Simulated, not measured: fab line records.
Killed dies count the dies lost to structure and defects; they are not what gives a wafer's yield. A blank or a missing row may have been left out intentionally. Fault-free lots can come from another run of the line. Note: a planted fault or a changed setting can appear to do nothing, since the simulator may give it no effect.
Matching of chambers	flow gf180mcu	4 sister chambers for GF_V1_CMP_04 on cmp-02
The step polishes SiO2. 24 wafers are shown with their chamber, then 12 later ones without.

## EACH WAFER AND ITS CHAMBER
wafer	chamber	motor-current-A (A)	time-to-endpoint-s (s)	slurry-flow-ml-min
L075.1	1	11.1	76	149.5
L075.2	2	10.9	73	150.0
L075.3	0	12.1	59	149.5
L076.1	1	10.8	82	149.9
L076.2	2	10.9	62	149.8
L076.5	2	10.7	69	150.5
L079.2	3	11.1	69	150.2
L079.4	0	11.9	78	149.0
L079.6	2	10.8	70	149.9
L082.1	0	12.2	64	149.3
L082.2	1	10.4	73	149.6
L082.4	2	10.3	70	149.8
L083.2	1	11.0	77	149.8
L083.5	1	11.3	78	150.4
L083.6	2	10.6	72	149.9
L087.2	0	12.1	71	149.8
L087.3	3	11.4	72	149.8
L087.4	1	10.9	78	150.8
L088.1	0	11.3	66	150.1
L088.2	3	11.4	71	149.7
L088.5	1	10.6	82	149.5
L090.2	0	11.9	72	149.9
L090.5	2	10.7	76	150.5
L090.6	3	11.4	86	150.5

SIGNATURES (means of the wafers above)
reading	chamber 0	chamber 1	chamber 2	chamber 3	scatter within a chamber
motor-current-A	11.917	10.871	10.700	11.325	0.266
time-to-endpoint-s	68.33	78.00	70.29	74.50	5.39
slurry-flow-ml-min	149.600	149.929	150.057	150.050	0.406
Rule: for each reading, subtract the chamber's mean from the wafer's reading, divide by that reading's scatter and square the result; add these up over the readings and take the root, which gives the wafer's distance from the chamber. If the next closest chamber is less than 2 further off than the closest, the wafer can't be placed; otherwise it belongs to the closest. How the scatter is found: for the shown wafers, subtract from each reading the mean of its chamber, square and add these, divide the total by (wafers less chambers), then take the root.

## WAFERS MISSING THEIR CHAMBER
wafer	motor-current-A (A)	time-to-endpoint-s (s)	slurry-flow-ml-min
L091.1	10.9	64	150.2
L091.2	10.3	72	149.9
L091.6	10.4	78	150.0
L092.4	11.1	72	148.9
L092.5	10.8	72	149.8
L092.6	11.5	82	149.4
L095.2	11.7	65	149.8
L095.5	11.6	77	149.5
L095.6	11.1	73	149.9
L097.3	10.3	66	150.3
L097.4	10.2	77	150.4
L097.6	10.2	67	150.0

## WHICH CHAMBER EACH ONE RAN IN
wafer	from the rows above	in truth
L091.1	can't be placed: 2 or 3 or 1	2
L091.2	can't be placed: 2 or 1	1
L091.6	can't be placed: 1 or 2 or 3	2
L092.4	can't be placed: 1 or 3 or 2 or 0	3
L092.5	can't be placed: 2 or 1 or 3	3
L092.6	can't be placed: 3 or 1 or 0 or 2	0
L095.2	can't be placed: 0 or 3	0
L095.5	can't be placed: 3 or 0 or 1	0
L095.6	can't be placed: 3 or 1 or 2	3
L097.3	can't be placed: 2 or 1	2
L097.4	can't be placed: 2 or 1 or 3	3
L097.6	can't be placed: 2 or 1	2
Correctly placed: 0 of 12. These rows do not allow placing 12 (true chamber among the candidates in 12). 0 placed wrongly.
